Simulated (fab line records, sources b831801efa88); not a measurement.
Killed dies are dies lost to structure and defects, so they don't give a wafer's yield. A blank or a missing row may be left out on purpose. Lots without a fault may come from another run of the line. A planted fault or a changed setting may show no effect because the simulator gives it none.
Which tool did it? | flow sky130 | 12 lots, 36 wafers sampled, at 4 steps of a route of 708

WHAT THE GAUGES READ, wafer by wafer
SKY_VT_ADJUST_NCORE_OVL_MEAS_08.
lot  | measured     | on         | VT_ADJUST_NCORE_OVL (nm)
L880 | day 8 14:30  | overlay-02 | 0.3 1.6 2.5
L881 | day 8 16:28  | overlay-02 | 1.0 -0.2 0.3
L884 | day 9 15:18  | overlay-02 | 1.6 1.6 2.2
L886 | day 10 08:30 | overlay-01 | 0.9 0.9 2.1
L888 | day 11 02:57 | overlay-02 | 0.8 3.2 2.2
L889 | day 11 05:10 | overlay-02 | 1.6 2.3 1.8
L890 | day 11 08:21 | overlay-01 | 0.2 2.2 1.6
L891 | day 11 10:12 | overlay-02 | 0.3 -1.3 1.1
L892 | day 12 03:49 | overlay-01 | 1.5 1.0 2.2
L893 | day 12 06:24 | overlay-01 | 2.2 2.5 1.6
L894 | day 12 11:57 | overlay-02 | 2.7 -0.9 2.4
L903 | day 15 01:21 | overlay-02 | 1.2 2.1 4.3

SKY_SONOS_ONO_THK_MEAS_05.
lot  | measured     | on            | SONOS_ONO_CVD_04_THK (nm)
L880 | day 11 16:34 | film_metro-02 | 5.69 5.77 5.56
L881 | day 11 17:50 | film_metro-01 | 5.59 5.56 5.70
L884 | day 12 18:08 | film_metro-02 | 5.59 5.55 5.53
L886 | day 13 10:26 | film_metro-01 | 5.76 5.92 5.84
L888 | day 14 11:34 | film_metro-01 | 5.88 5.89 5.84
L889 | day 14 11:34 | film_metro-02 | 5.89 5.82 5.94
L890 | day 14 15:45 | film_metro-01 | 5.48 5.58 5.69
L891 | day 14 15:46 | film_metro-04 | 5.82 5.86 5.80
L892 | day 15 11:36 | film_metro-02 | 5.49 5.66 5.67
L893 | day 15 14:53 | film_metro-04 | 6.58 6.59 6.60
L894 | day 16 03:30 | film_metro-04 | 6.73 6.75 6.75
L903 | day 19 01:31 | film_metro-04 | 5.85 5.82 5.89

SKY_LOCAL_INTERCONNECT_OVL_MEAS_12.
lot  | measured     | on         | LOCAL_INTERCONNECT_OVL (nm)
L880 | day 30 07:23 | overlay-01 | 14 -6 0
L881 | day 30 08:58 | overlay-02 | -2 -10 -5
L884 | day 31 13:53 | overlay-02 | -1 6 1
L886 | day 32 08:05 | overlay-02 | -1 -6 1
L888 | day 33 23:48 | overlay-02 | -2 -2 0
L889 | day 33 22:48 | overlay-02 | 3 5 7
L890 | day 34 01:35 | overlay-01 | 4 2 8
L891 | day 34 01:27 | overlay-02 | -2 0 -9
L892 | day 34 06:20 | overlay-01 | -9 3 2
L893 | day 34 15:08 | overlay-02 | 4 1 5
L894 | day 35 00:35 | overlay-02 | 0 7 5
L903 | day 37 08:02 | overlay-01 | 11 7 10

WHICH TOOL RAN EACH LOT (tool, then ch and the chambers of the sampled wafers, then the start)
lot  | SKY_SONOS_ONO_CVD_04
L880 | lpcvd-03 ch 1, day 11 15:19
L881 | lpcvd-03 ch 1, day 11 16:34
L884 | lpcvd-03 ch 0, day 12 16:16
L886 | lpcvd-03 ch 0, day 13 09:11
L888 | lpcvd-03 ch 0, day 14 10:19
L889 | lpcvd-03 ch 0, day 14 10:19
L890 | lpcvd-03 ch 0, day 14 14:30
L891 | lpcvd-03 ch 0, day 14 14:30
L892 | lpcvd-03 ch 1, day 15 10:20
L893 | lpcvd-03 ch 1, day 15 13:38
L894 | lpcvd-03 ch 1, day 16 02:15
L903 | lpcvd-03 ch 1, day 19 00:16
- SKY_SONOS_ONO_CVD_04: deposits SiO2 from SiH4/N2O, target thk 5.7199 nm.

WHAT THE TOOLS THEMSELVES READ (means of the sampled wafers that have a number; where no wafer has one, the mark that the record gives instead)
SKY_SONOS_ONO_CVD_04.
lot  | tool     | spike_tc_centre_C (C) | spike_tc_lower_C (C) | spike_tc_top_C (C) | spike_tc_upper_C (C) | susceptor_temp_C (C)
L880 | lpcvd-03 | 902.6                 | 902.1                | 914.9              | 902.9                | 899.6
L881 | lpcvd-03 | 901.1                 | 901.1                | 914.0              | 901.6                | 899.9
L884 | lpcvd-03 | 900.9                 | 901.6                | 909.3              | 901.0                | 899.6
L886 | lpcvd-03 | 900.5                 | 902.2                | 910.4              | 900.3                | 900.3
L888 | lpcvd-03 | 900.9                 | 900.6                | 909.7              | 900.1                | 899.7
L889 | lpcvd-03 | 901.1                 | 901.9                | 909.7              | 899.8                | 900.3
L890 | lpcvd-03 | 899.6                 | 902.3                | 909.6              | 899.1                | 899.8
L891 | lpcvd-03 | 900.1                 | 901.2                | 910.2              | 899.4                | 899.8
L892 | lpcvd-03 | 901.1                 | 902.5                | 914.7              | 902.4                | 900.4
L893 | lpcvd-03 | 910.9                 | 912.6                | 924.2              | 912.6                | 909.6
L894 | lpcvd-03 | 911.4                 | 910.4                | 922.8              | 910.9                | 909.9
L903 | lpcvd-03 | 901.9                 | 901.9                | 914.0              | 902.5                | 899.8

THE ANSWER, worked out from the rows above alone
Rule: what is usual is taken from the lots themselves. Put in order of their means at a reading, lots are off if they are a third of the lots or fewer, leave a main group of 4 or more, and stand apart from it by a gap of 3 or more times the standard deviation of the main group's means; of several such gaps the widest counts. A main group whose means are all the same, to the digits that the tables above print for the reading, isn't used. A lot without any number at a reading at which 4 lots or more have one is off too. The other lots that the step has rows for count as sound. The gauges are gone through in route order, then the tools' own readings, and for those a lot's mean is taken as printed above. The first step at which some lot is off is used, and at that step the reading that is off furthest; a lot without a number counts as furthest.
Off: L893, L894, at SKY_SONOS_ONO_THK_MEAS_05 (SONOS_ONO_CVD_04_THK). The main group: mean 5.73 nm, standard deviation 0.13.
A tool fits if, at a process step before that reading, it ran every lot that is off, and no sound lot after the first of them. The gauges at SKY_SONOS_ONO_THK_MEAS_05 aren't tried: what is off there is off at SKY_SONOS_ONO_CVD_04 too, on other tools, and a gauge's error can't cause that. None of those tried fits.

WHAT THE SIMULATOR HAD PUT IN
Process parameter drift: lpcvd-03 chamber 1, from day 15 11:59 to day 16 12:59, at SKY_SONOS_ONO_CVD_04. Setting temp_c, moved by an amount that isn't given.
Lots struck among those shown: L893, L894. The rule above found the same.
